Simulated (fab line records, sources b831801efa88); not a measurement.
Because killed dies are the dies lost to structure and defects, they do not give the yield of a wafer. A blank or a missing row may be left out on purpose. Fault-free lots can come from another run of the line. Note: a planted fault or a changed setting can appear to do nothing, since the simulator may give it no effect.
Which of the tools did it? / flow sky130 / 9 lots, 27 wafers sampled, at 1 step of a route of 708

## WHAT THE GAUGES READ, wafer by wafer
SKY_VT_ADJUST_LVTN_OVL_MEAS_18.
lot=L443; measured=day 7 15:07; on=overlay-01; VT_ADJUST_LVTN_01_OVL (nm)=-1.8 -1.7 -1.1
lot=L453; measured=day 10 10:54; on=overlay-01; VT_ADJUST_LVTN_01_OVL (nm)=2.3 -0.3 -0.7
lot=L455; measured=day 11 01:28; on=overlay-02; VT_ADJUST_LVTN_01_OVL (nm)=-2.1 -1.1 -1.1
lot=L458; measured=day 11 21:36; on=overlay-02; VT_ADJUST_LVTN_01_OVL (nm)=2.5 2.2 1.3
lot=L459; measured=day 12 04:00; on=overlay-01; VT_ADJUST_LVTN_01_OVL (nm)=-1.2 -1.2 -0.7
lot=L460; measured=day 12 11:22; on=overlay-02; VT_ADJUST_LVTN_01_OVL (nm)=-0.2 1.5 1.6
lot=L462; measured=day 13 01:42; on=overlay-01; VT_ADJUST_LVTN_01_OVL (nm)=-0.1 -0.3 1.6
lot=L464; measured=day 13 17:45; on=overlay-01; VT_ADJUST_LVTN_01_OVL (nm)=-1.9 -0.4 -1.2
lot=L466; measured=day 14 07:33; on=overlay-01; VT_ADJUST_LVTN_01_OVL (nm)=2.0 2.4 1.5

## WHAT TOOL EACH LOT RAN ON (gives the tool, then ch and the chambers of the sampled wafers, and finally the start)
No process step before these readings appears in the record.

## THE ANSWER, worked out from the rows above alone
Rule: the usual values come from the lots themselves. Put in order of their means at a reading, lots are off if they are a third of the lots or fewer, leave a main group of 4 or more, and stand apart from it by a gap of 3 or more times the standard deviation of the main group's means; of several such gaps the widest counts. A main group whose means are all the same, to the digits that the tables above print for the reading, isn't used. A lot without any number at a reading at which 4 lots or more have one is off too. Where the step has rows for the other lots, those lots are counted as sound.
Across all readings shown, no lot is off: no conclusion can be drawn from this.

## WHAT THE SIMULATOR HAD PUT IN
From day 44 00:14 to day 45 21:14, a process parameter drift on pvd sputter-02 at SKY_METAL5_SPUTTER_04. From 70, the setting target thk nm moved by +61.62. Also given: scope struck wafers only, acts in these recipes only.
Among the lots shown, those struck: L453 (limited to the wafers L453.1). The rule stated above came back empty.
